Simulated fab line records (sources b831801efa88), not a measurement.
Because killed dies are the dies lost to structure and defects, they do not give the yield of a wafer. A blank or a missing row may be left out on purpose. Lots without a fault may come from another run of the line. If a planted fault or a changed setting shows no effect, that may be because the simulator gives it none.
Which tool did it? + flow sky130 + 14 lots with 42 wafers sampled at 2 steps, on a route of 708 steps

== WHAT THE GAUGES SHOWED, per wafer ==
SKY_LDD_LDN_TW_MEAS_13. Usual: for LDD_LDN_TW the level is 1465 and the standard deviation is 7.5.
| lot  | measured     | on           | LDD_LDN_TW                    | flag |
|------|--------------|--------------|-------------------------------|------|
| L773 | day 23 00:24 | filmMetro-02 | 1465 1460 1472                |      |
| L774 | day 23 19:20 | filmMetro-01 | 1456 1461 1462                |      |
| L776 | day 24 11:36 | filmMetro-02 | 1457 1455 1457                |      |
| L775 | day 24 11:53 | filmMetro-03 | 1468 1467 1478                |      |
| L779 | day 25 12:05 | filmMetro-02 | 1387 1397 1393 1390 1391 1392 | OFF  |
| L781 | day 26 00:34 | filmMetro-03 | 1378 1386 1386 1381 1379 1378 | OFF  |
| L785 | day 28 09:32 | filmMetro-03 | 1458 1457 1462                |      |
| L790 | day 28 21:00 | filmMetro-02 | 1462 1459 1461                |      |
| L791 | day 29 13:51 | filmMetro-03 | 1457 1459 1462                |      |
| L792 | day 29 14:10 | filmMetro-02 | 1459 1467 1463                |      |
| L794 | day 30 06:02 | filmMetro-03 | 1481 1477 1480                |      |
| L793 | day 30 07:26 | filmMetro-03 | 1481 1484 1473                |      |
| L795 | day 30 16:20 | filmMetro-01 | 1446 1454 1455                |      |
| L796 | day 31 00:16 | filmMetro-03 | 1461 1468 1459                |      |

== WHAT TOOL EACH LOT RAN ON (gives the tool, then ch and the chambers of the sampled wafers, and finally the start) ==
| lot  | SKY_LDD_LDN_IMPLANT_10          |
|------|---------------------------------|
| L773 | implanter-03 ch 0, day 23 00:02 |
| L774 | implanter-04 ch 0, day 23 18:56 |
| L776 | implanter-01 ch 0, day 24 11:14 |
| L775 | implanter-04 ch 0, day 24 11:29 |
| L779 | implanter-03 ch 0, day 25 11:43 |
| L781 | implanter-03 ch 0, day 26 00:13 |
| L785 | implanter-01 ch 0, day 28 09:08 |
| L790 | implanter-01 ch 0, day 28 20:38 |
| L791 | implanter-01 ch 0, day 29 13:29 |
| L792 | implanter-04 ch 0, day 29 13:46 |
| L794 | implanter-03 ch 0, day 30 05:38 |
| L793 | implanter-03 ch 0, day 30 07:02 |
| L795 | implanter-03 ch 0, day 30 15:58 |
| L796 | implanter-01 ch 0, day 30 23:54 |
- SKY_LDD_LDN_IMPLANT_10

== WHAT THE TOOLS THEMSELVES READ (means of the sampled wafers that have a number; where no wafer has one, the mark that the record gives instead) ==
SKY_LDD_LDN_IMPLANT_10. Usual: doseIonsCm2 1.2505e+13, standard deviation 1.5e+10; faradayCurrentUA 70.5, standard deviation 1.4.
| lot  | tool         | doseIonsCm2 | faradayCurrentUA | flag |
|------|--------------|-------------|------------------|------|
| L773 | implanter-03 | 1.2499e+13  | 71.0             |      |
| L774 | implanter-04 | 1.2516e+13  | 69.3             |      |
| L776 | implanter-01 | 1.2512e+13  | 70.4             |      |
| L775 | implanter-04 | 1.2502e+13  | 69.2             |      |
| L779 | implanter-03 | 4.3470e+12  | 24.4             | OFF  |
| L781 | implanter-03 | 4.3707e+12  | 24.5             | OFF  |
| L785 | implanter-01 | 1.2498e+13  | 70.6             |      |
| L790 | implanter-01 | 1.2500e+13  | 71.2             |      |
| L791 | implanter-01 | 1.2497e+13  | 72.4             |      |
| L792 | implanter-04 | 1.2495e+13  | 70.1             |      |
| L794 | implanter-03 | 1.2528e+13  | 70.8             |      |
| L793 | implanter-03 | 1.2501e+13  | 69.6             |      |
| L795 | implanter-03 | 1.2507e+13  | 70.4             |      |
| L796 | implanter-01 | 1.2513e+13  | 71.8             |      |

== THE ANSWER, worked out from the rows above alone ==
Rule: a lot is off if the mean of its wafers that have a number lies more than 3 standard deviations from the usual mean. Also off: a lot with no number at a reading for which 4 or more lots have one. The other lots that the step has rows for count as sound. Order of review: gauges by route order, followed by the tools' own readings, for which a lot's mean as printed above is used. The first step at which some lot is off is used, and at that step the reading that is off furthest; a lot without a number counts as furthest.
Off: L779, L781, seen at SKY_LDD_LDN_TW_MEAS_13 (LDD_LDN_TW).
A tool fits if, at a process step before that reading, it ran every lot that is off, and no sound lot after the first of them. The gauges at SKY_LDD_LDN_TW_MEAS_13 aren't tried: what is off there is off at SKY_LDD_LDN_IMPLANT_10 too, on other tools, and a gauge's error can't cause that. Of those tried, none fits.

== WHAT THE SIMULATOR PUT IN ==
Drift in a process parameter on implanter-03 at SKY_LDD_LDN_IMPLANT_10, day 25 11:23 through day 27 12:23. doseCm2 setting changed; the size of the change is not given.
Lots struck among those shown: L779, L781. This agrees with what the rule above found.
